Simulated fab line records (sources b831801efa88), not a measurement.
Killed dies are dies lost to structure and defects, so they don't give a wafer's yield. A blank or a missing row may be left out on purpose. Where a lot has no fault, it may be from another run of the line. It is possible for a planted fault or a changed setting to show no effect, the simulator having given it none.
Chamber matching / flow gf180mcu / cmp-01 running GF_V4_CMP_26: 4 sister chambers
The step polishes, stops on SiO2, t overpolish 15 s, target thk 0 nm. 8 wafers are shown with their chamber, then 9 later ones without.

## WAFERS PAIRED WITH THEIR CHAMBERS
wafer=L472.6; chamber=0; motor-current-A (A)=11.4; overpolish-run-s (s)=14.999
wafer=L477.5; chamber=0; motor-current-A (A)=10.7; overpolish-run-s (s)=14.994
wafer=L478.1; chamber=1; motor-current-A (A)=12.0; overpolish-run-s (s)=15.014
wafer=L478.5; chamber=2; motor-current-A (A)=10.6; overpolish-run-s (s)=15.004
wafer=L478.6; chamber=3; motor-current-A (A)=9.7; overpolish-run-s (s)=14.993
wafer=L480.2; chamber=2; motor-current-A (A)=10.1; overpolish-run-s (s)=14.992
wafer=L480.3; chamber=3; motor-current-A (A)=10.9; overpolish-run-s (s)=14.992
wafer=L480.4; chamber=1; motor-current-A (A)=12.9; overpolish-run-s (s)=14.993

## WAFERS MISSING THEIR CHAMBER
wafer=L482.2; motor-current-A (A)=10.1; overpolish-run-s (s)=15.008
wafer=L482.4; motor-current-A (A)=10.9; overpolish-run-s (s)=15.002
wafer=L482.5; motor-current-A (A)=10.7; overpolish-run-s (s)=15.005
wafer=L486.1; motor-current-A (A)=10.7; overpolish-run-s (s)=15.003
wafer=L486.2; motor-current-A (A)=10.3; overpolish-run-s (s)=14.997
wafer=L486.4; motor-current-A (A)=10.0; overpolish-run-s (s)=14.996
wafer=L493.1; motor-current-A (A)=9.9; overpolish-run-s (s)=14.981
wafer=L493.2; motor-current-A (A)=11.1; overpolish-run-s (s)=15.002
wafer=L493.3; motor-current-A (A)=12.3; overpolish-run-s (s)=14.997

## WHICH CHAMBER EACH WENT THROUGH
wafer=L482.2; from the rows above=can't be placed: 2 or 3 or 0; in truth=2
wafer=L482.4; from the rows above=can't be placed: 0 or 2 or 3 or 1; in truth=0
wafer=L482.5; from the rows above=can't be placed: 2 or 0 or 3 or 1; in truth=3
wafer=L486.1; from the rows above=can't be placed: 2 or 0 or 3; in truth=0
wafer=L486.2; from the rows above=can't be placed: 2 or 3 or 0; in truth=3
wafer=L486.4; from the rows above=can't be placed: 2 or 3 or 0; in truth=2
wafer=L493.1; from the rows above=can't be placed: 3 or 2 or 0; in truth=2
wafer=L493.2; from the rows above=can't be placed: 0 or 2 or 3 or 1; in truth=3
wafer=L493.3; from the rows above=can't be placed: 1 or 0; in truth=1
Placed correctly: 0 of 9. From these rows, 9 cannot be placed; in 9 the true chamber is one of the candidates. Placed wrongly: 0.
How it was worked out, from the rows above alone: a wafer's distance from a chamber is the root of the sum, over the readings, of the square of ((its reading less the chamber's mean) divided by the reading's scatter). The wafer belongs to the nearest chamber; if the next one is less than 2 further off, it can't be placed. Each chamber's mean is taken over the wafers shown for it. How the scatter is found: for the shown wafers, subtract from each reading the mean of its chamber, square and add these, divide the total by (wafers less chambers), then take the root.
